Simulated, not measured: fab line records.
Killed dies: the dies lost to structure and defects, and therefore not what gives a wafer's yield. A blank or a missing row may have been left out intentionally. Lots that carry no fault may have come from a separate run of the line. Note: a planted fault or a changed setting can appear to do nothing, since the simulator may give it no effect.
Struck lot and sound lot, side by side || flow sky130 || 15 steps out of a route of 708
Sound: the wafers L289.1, L289.3, L289.6. Wafers struck: L296.2, L296.4, L296.6. The cause comes at the end.
Order at every step that has rows: each side's tool, ch and its chambers, its first start. Under that, the readings that differ: sound wafers || struck wafers || difference of the means || sigmas: that difference in standard deviations of wafers without a fault.
alike: readings whose means differ by less than 2 such deviations, and words and numbers that are the same on both sides. not compared: withheld readings, readings that some wafer has no value for, bounds like >300 that may hide the same value, and numbers for which the record gives no deviation and whose values overlap.
Wherever a step has rows on one side only, a row that says differs or no value, or a row with sigmas, the two part there. Numbers that have no deviation but don't overlap get no sigmas and don't part them. A reading that every wafer of one side lacks parts them only if that side has two wafers or more.

SKY_CAP2M_RS_MEAS_03: measures by four-point-probe.
  struck on film_metro-03, day 45 00:41; sound on film_metro-03, day 43 14:49
  alike: CAP2M_TIN_RS
SKY_CAP2M_THK_MEAS_04: measures by xrf.
  struck on film_metro-03, day 45 00:48; sound on film_metro-03, day 43 14:56
  alike: CAP2M_TIN_THK
then, 7 steps without rows for these wafers: SKY_CAP2M_DEHYDRATE_05 (time 60 s); SKY_CAP2M_HMDS_06 (prime time 60 s); SKY_CAP2M_COAT_07 (resist thk 1140 nm); SKY_CAP2M_SOFTBAKE_08 (time 60 s); SKY_CAP2M_EXPOSE_09 (exposes mask CAP2M, target cd 1000 nm); SKY_CAP2M_PEB_10; SKY_CAP2M_DEVELOP_11 (develop time 60 s).
SKY_CAP2M_OVL_MEAS_12:
  struck on overlay-02, day 45 21:49; sound on overlay-01, day 44 13:13
  alike: CAP2M_OVL
SKY_CAP2M_METAL_ETCH_13: etches TiN in Cl2/BCl3, stops on SiO2, target depth 220 nm, time 62.9 s.
  sound on rie_metal-03 ch 0,1, day 44 13:16; struck on rie_metal-01 ch 1, day 45 21:51
  alike: drypump_motor_current_A, oes_product_au, throttle_valve_pct
  not compared: rf_hours_counter_h
SKY_CAP2M_STRIP_14: strips in O2/N2.
  sound on plasma_asher-01 ch 0,1, day 44 13:20; struck on plasma_asher-04 ch 0,1, day 45 21:56
  alike: chamber_pressure_mTorr, drypump_motor_current_A, o2_flow_sccm, oes_product_au, strip_time_to_endpoint_s
  not compared: rf_hours_counter_h
SKY_CAP2M_STRIP_15: strips in post etch residue remover, time 1200 s.
  sound on wet_bench-02 ch 1, day 44 13:26; struck on wet_bench-04 ch 0, day 45 22:02
  no value came back on the struck wafers for bath_guard_temp_C (C), bath_heat_duty_pct (%); on the sound wafers bath_guard_temp_C (C) reads 71.8 72.2 71.9
then, 1 step without rows for these wafers: SKY_CAP2M_CLEAN_16 (cleans in IPA, time 180 s).
-- the record jumps here: 4 days lie between the struck wafers' starts before and after (it left off in module CAP2M and takes up again in module PAD_OPEN, whose first step shown is number 708 of the route) --
SKY_PAD_OPEN_PROBE_99:
  the record has rows for the struck wafers here (prober-01, day 50 01:07) and none for the sound ones

== WHERE THEY PART ==
At SKY_CAP2M_STRIP_15 first; at SKY_PAD_OPEN_PROBE_99 last (within this record only).

WHY: whatever the simulator had introduced
Skipped step whole: wet_bench-04, from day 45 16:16 on, at SKY_CAP2M_STRIP_15. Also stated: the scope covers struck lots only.
